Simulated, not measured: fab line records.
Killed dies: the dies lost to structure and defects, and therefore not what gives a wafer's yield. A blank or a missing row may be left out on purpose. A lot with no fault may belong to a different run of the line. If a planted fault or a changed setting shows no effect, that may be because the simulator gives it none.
Chamber matching | flow gf180mcu | GF_CONTACT_CMP_04 on cmp-02 has 4 sister chambers
The step polishes SiO2. 24 wafers are shown with their chamber, then 12 later ones without.

## WAFERS, EACH WITH ITS CHAMBER
wafer  | chamber | motor current A (A) | time to endpoint s (s)
L074.3 | 0       | 10.8                | 105
L074.5 | 2       | 12.5                | 110
L074.6 | 1       | 12.5                | 108
L077.1 | 1       | 11.9                | 107
L077.3 | 3       | 10.9                | 106
L077.5 | 0       | 10.5                | 111
L080.2 | 0       | 11.1                | 98
L080.5 | 2       | 12.4                | 111
L080.6 | 3       | 11.4                | 113
L081.2 | 0       | 11.1                | 112
L081.4 | 1       | 12.2                | 112
L081.6 | 1       | 12.5                | 117
L082.1 | 3       | 10.7                | 109
L082.3 | 2       | 12.4                | 106
L082.6 | 1       | 12.5                | 112
L083.2 | 3       | 11.0                | 110
L083.3 | 2       | 12.8                | 112
L083.6 | 2       | 11.7                | 115
L085.1 | 2       | 12.2                | 111
L085.3 | 3       | 10.6                | 106
L085.4 | 0       | 10.7                | 117
L089.3 | 3       | 10.9                | 110
L089.4 | 1       | 12.2                | 111
L089.6 | 1       | 12.4                | 110

SIGNATURES, as means of the wafers listed above
reading            | chamber 0 | chamber 1 | chamber 2 | chamber 3 | scatter within a chamber
motor current A    | 10.840    | 12.314    | 12.333    | 10.917    | 0.287
time to endpoint s | 108.60    | 111.00    | 110.83    | 109.00    | 4.22
Rule: a wafer's distance from a chamber is the root of the sum, over the readings, of the square of ((its reading less the chamber's mean) divided by the reading's scatter). If the next closest chamber is less than 2 further off than the closest, the wafer can't be placed; otherwise it belongs to the closest. The scatter is the square root of a quotient: the sum, over the shown wafers, of each reading's squared deviation from its chamber's mean, divided by wafers minus chambers.

## WAFERS MISSING THEIR CHAMBER
wafer  | motor current A (A) | time to endpoint s (s)
L090.2 | 13.5                | 105
L090.3 | 10.2                | 113
L090.6 | 10.8                | 117
L093.1 | 12.6                | 110
L093.5 | 11.9                | 114
L093.6 | 12.6                | 116
L095.1 | 12.7                | 107
L095.4 | 10.8                | 114
L095.5 | 10.6                | 111
L096.2 | 10.8                | 107
L096.4 | 12.3                | 105
L096.5 | 10.9                | 109

## THE CHAMBER EACH PASSED THROUGH
wafer  | from the rows above     | in truth
L090.2 | can't be placed: 2 or 1 | 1
L090.3 | can't be placed: 0 or 3 | 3
L090.6 | can't be placed: 3 or 0 | 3
L093.1 | can't be placed: 2 or 1 | 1
L093.5 | can't be placed: 1 or 2 | 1
L093.6 | can't be placed: 2 or 1 | 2
L095.1 | can't be placed: 2 or 1 | 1
L095.4 | can't be placed: 3 or 0 | 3
L095.5 | can't be placed: 0 or 3 | 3
L096.2 | can't be placed: 0 or 3 | 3
L096.4 | can't be placed: 2 or 1 | 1
L096.5 | can't be placed: 3 or 0 | 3
0 of 12 placed correctly. Not placeable from these rows: 12 (in 12, the candidates include the true chamber). Number placed wrongly: 0.
